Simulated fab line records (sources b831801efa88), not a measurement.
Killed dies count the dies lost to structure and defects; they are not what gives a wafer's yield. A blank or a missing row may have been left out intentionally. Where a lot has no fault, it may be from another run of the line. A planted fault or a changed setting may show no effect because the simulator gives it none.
Which of the tools did it? -- flow sky130 -- Sampling: 10 lots, 30 wafers, 5 of 708 route steps

== WHAT EACH GAUGE READ, for each wafer ==
SKY_CONTACT_OVL_MEAS_15. Usual: for CONTACT_OVL the level is 2 nm and the standard deviation is 5.9.
lot,measured,on,CONTACT_OVL (nm),flag
L213,day 32 16:14,overlay-01,15 2 6,
L216,day 33 06:43,overlay-02,-9 -5 -2,
L217,day 33 23:38,overlay-01,-5 2 -4,
L219,day 34 10:14,overlay-02,0 0 -3,
L225,day 36 02:17,overlay-02,-4 -6 -2,
L228,day 37 02:10,overlay-01,-1 -5 0,
L231,day 37 19:29,overlay-01,12 3 13,
L232,day 38 04:26,overlay-02,6 4 0,
L233,day 38 06:29,overlay-01,5 8 10,
L234,day 38 18:17,overlay-01,10 19 15,

SKY_CONTACT_RS_MEAS_25: the measuring method here is four-point-probe. Usual: for CONTACT_W_RS the level is 0.338 ohm/sq and the standard deviation is 0.006.
lot,measured,on,CONTACT_W_RS (ohm/sq),flag
L213,day 32 17:10,film-metro-01,0.337 0.339 0.333,
L216,day 33 07:40,film-metro-02,0.344 0.336 0.348,
L217,day 34 00:37,film-metro-04,0.341 0.329 0.338,
L219,day 34 11:13,film-metro-01,0.331 0.344 0.335,
L225,day 36 03:17,film-metro-04,0.344 0.342 0.341,
L228,day 37 03:06,film-metro-01,0.341 0.342 0.342,
L231,day 37 20:25,film-metro-04,0.438 0.452 0.449,OFF
L232,day 38 05:22,film-metro-04,0.344 0.348 0.346,
L233,day 38 07:26,film-metro-04,0.433 0.438 0.451,OFF
L234,day 38 19:14,film-metro-02,0.337 0.343 0.342,

SKY_CONTACT_THK_MEAS_26: measures by xrf. Usual: for CONTACT_W_THK the level is 334 nm and the standard deviation is 7.1.
lot,measured,on,CONTACT_W_THK (nm),flag
L213,day 32 17:17,film-metro-01,332 328 333,
L216,day 33 07:47,film-metro-02,324 332 322,
L217,day 34 00:42,film-metro-04,334 347 335,
L219,day 34 11:19,film-metro-01,336 327 335,
L225,day 36 03:23,film-metro-04,334 336 338,
L228,day 37 03:13,film-metro-01,328 325 327,
L231,day 37 20:32,film-metro-04,260 255 256,OFF
L232,day 38 05:29,film-metro-04,327 322 326,
L233,day 38 07:32,film-metro-04,260 257 252,OFF
L234,day 38 19:21,film-metro-02,333 328 329,

== WHAT TOOL EACH LOT RAN ON (gives the tool, then ch and the chambers of the sampled wafers, and finally the start) ==
lot,SKY_LOCAL_INTERCONNECT_METAL_ETCH_14,SKY_CONTACT_CVD_24
L213,"rie-metal-04 ch 0,1, day 31 11:35","cvd-w-01 ch 0,1, day 32 17:03"
L216,"rie-metal-03 ch 0,1, day 32 02:40","cvd-w-01 ch 0,1, day 33 07:32"
L217,"rie-metal-03 ch 0,1, day 32 19:50","cvd-w-01 ch 0,1, day 34 00:29"
L219,"rie-metal-03 ch 0,1, day 33 06:44","cvd-w-01 ch 0,1, day 34 11:05"
L225,"rie-metal-02 ch 0,1, day 34 22:29","cvd-w-02 ch 0,1, day 36 03:11"
L228,"rie-metal-04 ch 0, day 35 22:53","cvd-w-02 ch 0, day 37 02:59"
L231,"rie-metal-02 ch 0,1, day 36 15:35","cvd-w-01 ch 0,1, day 37 20:18"
L232,"rie-metal-02 ch 0,1, day 37 01:21","cvd-w-02 ch 0,1, day 38 05:15"
L233,"rie-metal-03 ch 0,1, day 37 03:37","cvd-w-01 ch 0,1, day 38 07:20"
L234,"rie-metal-03 ch 0,1, day 37 15:56","cvd-w-02 ch 0,1, day 38 19:07"
- SKY_LOCAL_INTERCONNECT_METAL_ETCH_14: etches TiN in Cl2/BCl3, stops on PSG, target depth 110 nm, time 31.4 s.
- SKY_CONTACT_CVD_24: deposits W, target thk 340 nm, time 102.12 s.

== AS READ BY THE TOOLS THEMSELVES (means over the sampled wafers that have a number; for cases with no such wafer, the mark the record gives instead) ==
SKY_LOCAL_INTERCONNECT_METAL_ETCH_14. Usual: drypump-motor-current-A 5.8 A, standard deviation 0.45; mfc-cl2-sccm 59.99 sccm, standard deviation 0.17; oes-product-au 0.942 a.u., standard deviation 0.0074; throttle-valve-pct 21.899 %, standard deviation 0.01.
lot,tool,drypump-motor-current-A (A),mfc-cl2-sccm (sccm),oes-product-au (a.u.),throttle-valve-pct (%),flag
L213,rie-metal-04,5.5,59.88,0.931,21.904,
L216,rie-metal-03,6.4,59.80,0.946,21.884,
L217,rie-metal-03,6.2,59.97,0.948,21.898,
L219,rie-metal-03,6.3,60.10,0.946,21.888,
L225,rie-metal-02,5.5,60.03,0.936,21.905,
L228,rie-metal-04,5.2,60.00,0.946,21.896,
L231,rie-metal-02,5.4,60.11,0.944,21.904,
L232,rie-metal-02,5.5,59.99,0.946,21.898,
L233,rie-metal-03,6.3,59.87,0.939,21.895,
L234,rie-metal-03,6.4,59.88,0.939,21.913,

SKY_CONTACT_CVD_24. Usual: chamber-pressure-Torr 39.99 Torr, standard deviation 0.09; heater-power-outer-w 514 W, standard deviation 79; heater-power-w 816 W, standard deviation 120.
lot,tool,chamber-pressure-Torr (Torr),heater-power-outer-w (W),heater-power-w (W),flag
L213,cvd-w-01,39.96,460,726,
L216,cvd-w-01,40.01,466,715,
L217,cvd-w-01,39.99,473,722,
L219,cvd-w-01,39.92,509,777,
L225,cvd-w-02,40.05,519,859,
L228,cvd-w-02,40.04,635,1019,
L231,cvd-w-01,39.96,474,722,
L232,cvd-w-02,39.97,524,866,
L233,cvd-w-01,39.94,515,779,
L234,cvd-w-02,39.99,523,866,

== THE ANSWER, worked out from the rows above alone ==
Rule: a lot counts as off when the mean over its wafers that have a number is more than 3 standard deviations away from the usual mean. A lot without any number at a reading at which 4 lots or more have one is off too. Where the step has rows for the other lots, those lots are counted as sound. The gauges are gone through in route order, then the tools' own readings, and for those a lot's mean is taken as printed above. The first step at which some lot is off is used, and at that step the reading that is off furthest; a lot without a number counts as furthest.
Off: at SKY_CONTACT_RS_MEAS_25 (CONTACT_W_RS), L231, L233.
A tool fits if, at a process step before that reading, it ran every lot that is off, and no sound lot after the first of them. Gauges at SKY_CONTACT_RS_MEAS_25: tried the same way as those tools. One fits: cvd-w-01 at SKY_CONTACT_CVD_24. A fault onset in the window from L219 (day 34 11:05, its last sound lot) to L231 (day 37 20:18, its first lot off) fits.

== WHAT HAD BEEN PUT IN BY THE SIMULATOR ==
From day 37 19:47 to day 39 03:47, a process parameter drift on cvd-w-01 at SKY_CONTACT_CVD_24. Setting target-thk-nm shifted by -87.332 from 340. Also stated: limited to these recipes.
Shown lots that were struck: L231, L233. The rule above reached the same finding.
